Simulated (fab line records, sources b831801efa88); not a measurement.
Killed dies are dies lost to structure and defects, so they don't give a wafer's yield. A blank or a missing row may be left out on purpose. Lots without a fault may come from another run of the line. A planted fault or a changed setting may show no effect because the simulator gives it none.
Which tool did it? | flow gf180mcu | 14 lots, 42 wafers sampled, at 4 steps of a route of 602

WHAT THE GAUGES READ, wafer by wafer
GF_V4_CD_MEAS_14: target cd 260 nm. Usual: cd_nm 260.2 nm, standard deviation 1.1.
lot  | measured     | on        | cd_nm (nm)        | flag
L764 | day 24 06:55 | cd_sem-01 | 260.4 260.4 261.7 |
L765 | day 24 17:58 | cd_sem-02 | 260.0 261.2 261.4 |
L766 | day 25 02:51 | cd_sem-01 | 260.4 259.9 261.5 |
L767 | day 25 15:50 | cd_sem-02 | 258.8 259.8 258.7 |
L769 | day 26 02:39 | cd_sem-02 | 259.3 259.2 258.8 |
L770 | day 26 11:25 | cd_sem-01 | 260.7 259.8 260.8 |
L771 | day 26 20:37 | cd_sem-02 | 259.3 259.9 259.9 |
L773 | day 27 10:07 | cd_sem-02 | 258.7 259.8 258.5 |
L774 | day 27 20:39 | cd_sem-01 | 259.3 260.2 259.5 |
L776 | day 28 09:15 | cd_sem-02 | 258.3 260.4 260.7 |
L777 | day 28 15:39 | cd_sem-01 | 262.0 261.4 262.5 |
L781 | day 29 20:34 | cd_sem-01 | 260.9 261.8 260.8 |
L784 | day 30 12:58 | cd_sem-01 | 260.0 260.2 261.3 |
L785 | day 30 21:09 | cd_sem-01 | 260.0 260.5 260.3 |

GF_M5_CD_MEAS_07: target cd 280 nm. Usual: cd_nm 280.1 nm, standard deviation 1.1.
lot  | measured     | on        | cd_nm (nm)        | flag
L764 | day 26 04:14 | cd_sem-01 | 281.4 278.5 280.1 |
L765 | day 26 15:06 | cd_sem-02 | 280.8 281.4 280.8 |
L766 | day 26 23:24 | cd_sem-02 | 281.9 281.1 281.0 |
L767 | day 27 11:14 | cd_sem-02 | 281.6 280.0 281.1 |
L769 | day 27 21:33 | cd_sem-02 | 279.3 278.7 279.1 |
L770 | day 28 05:49 | cd_sem-01 | 277.8 277.7 278.0 |
L771 | day 28 14:57 | cd_sem-02 | 279.1 280.2 280.9 |
L773 | day 29 03:39 | cd_sem-01 | 280.5 281.0 281.6 |
L774 | day 29 13:39 | cd_sem-01 | 281.3 280.8 280.3 |
L776 | day 30 00:54 | cd_sem-01 | 280.8 280.1 280.3 |
L777 | day 30 07:46 | cd_sem-02 | 278.8 280.0 280.0 |
L781 | day 31 11:32 | cd_sem-01 | 280.5 281.3 279.9 |
L784 | day 32 01:43 | cd_sem-02 | 279.2 280.9 280.1 |
L785 | day 32 09:56 | cd_sem-01 | 280.1 279.3 279.8 |

GF_V5_CD_MEAS_14: target cd 260 nm. Usual: cd_nm 259.8 nm, standard deviation 0.99.
lot  | measured     | on        | cd_nm (nm)        | flag
L764 | day 27 02:54 | cd_sem-01 | 260.4 259.3 258.5 |
L765 | day 27 12:40 | cd_sem-01 | 260.1 261.8 259.4 |
L766 | day 27 20:37 | cd_sem-02 | 261.1 261.1 262.3 |
L767 | day 28 08:11 | cd_sem-02 | 260.0 259.5 259.8 |
L769 | day 28 18:19 | cd_sem-01 | 260.8 260.0 260.9 |
L770 | day 29 02:22 | cd_sem-02 | 259.7 259.5 260.3 |
L771 | day 29 10:55 | cd_sem-02 | 259.9 259.3 260.1 |
L773 | day 29 23:37 | cd_sem-02 | 258.6 258.6 258.9 |
L774 | day 30 10:35 | cd_sem-02 | 258.5 260.1 258.9 |
L776 | day 30 20:48 | cd_sem-02 | 258.4 260.6 259.1 |
L777 | day 31 03:40 | cd_sem-02 | 259.3 257.8 259.5 |
L781 | day 32 06:24 | cd_sem-01 | 258.3 258.7 258.2 |
L784 | day 32 19:25 | cd_sem-02 | 260.3 260.5 260.0 |
L785 | day 33 03:30 | cd_sem-01 | 259.9 260.7 260.5 |

WHICH TOOL RAN EACH LOT (tool, then ch and the chambers of the sampled wafers, then the start)
lot  | GF_V4_CMP_04
L764 | cmp-01 ch 2,3, day 23 08:25
L765 | cmp-02 ch 0,1,3, day 23 19:25
L766 | cmp-01 ch 0,1, day 24 04:49
L767 | cmp-01 ch 0,2,3, day 24 18:07
L769 | cmp-02 ch 0,3, day 25 05:28
L770 | cmp-01 ch 1,2, day 25 14:20
L771 | cmp-01 ch 0,2,3, day 25 23:29
L773 | cmp-01 ch 2,3, day 26 13:23
L774 | cmp-02 ch 0,2,3, day 27 00:23
L776 | cmp-02 ch 0,2,3, day 27 12:43
L777 | cmp-01 ch 0,2,3, day 27 19:09
L781 | cmp-01 ch 0,1,2, day 29 01:50
L784 | cmp-02 ch 0,2,3, day 29 18:02
L785 | cmp-02 ch 2,3, day 30 02:38
- GF_V4_CMP_04: polishes SiO2.

WHAT THE TOOLS THEMSELVES READ (means of the sampled wafers that have a number; where no wafer has one, the mark that the record gives instead)
GF_V4_CMP_04. Usual: motor_current_A 12.0 A, standard deviation 1.6; slurry_flow_ml_min 150.0, standard deviation 0.46; time_to_endpoint_s 81 s, standard deviation 4.7.
lot  | tool   | motor_current_A (A) | slurry_flow_ml_min | time_to_endpoint_s (s) | flag
L764 | cmp-01 | 11.6                | 149.8              | 83                     |
L765 | cmp-02 | 13.5                | 149.8              | 85                     |
L766 | cmp-01 | 11.5                | 150.3              | 81                     |
L767 | cmp-01 | 11.2                | 149.9              | 81                     |
L769 | cmp-02 | 12.6                | 150.4              | 83                     |
L770 | cmp-01 | 11.7                | 150.0              | 81                     |
L771 | cmp-01 | 11.2                | 149.7              | 80                     |
L773 | cmp-01 | 11.3                | 149.9              | 80                     |
L774 | cmp-02 | 12.3                | 150.0              | 81                     |
L776 | cmp-02 | 11.9                | 149.9              | 78                     |
L777 | cmp-01 | 11.1                | 149.8              | 82                     |
L781 | cmp-01 | 11.4                | 149.9              | 82                     |
L784 | cmp-02 | 12.1                | 149.6              | 82                     |
L785 | cmp-02 | 13.2                | 149.9              | 80                     |

THE ANSWER, worked out from the rows above alone
Rule: a lot is off if the mean of its wafers that have a number lies more than 3 standard deviations from the usual mean. A lot without any number at a reading at which 4 lots or more have one is off too. The other lots that the step has rows for count as sound. The gauges are gone through in route order, then the tools' own readings, and for those a lot's mean is taken as printed above. The first step at which some lot is off is used, and at that step the reading that is off furthest; a lot without a number counts as furthest.
No lot is off at any reading shown: from this, nothing can be told.

WHAT THE SIMULATOR HAD PUT IN
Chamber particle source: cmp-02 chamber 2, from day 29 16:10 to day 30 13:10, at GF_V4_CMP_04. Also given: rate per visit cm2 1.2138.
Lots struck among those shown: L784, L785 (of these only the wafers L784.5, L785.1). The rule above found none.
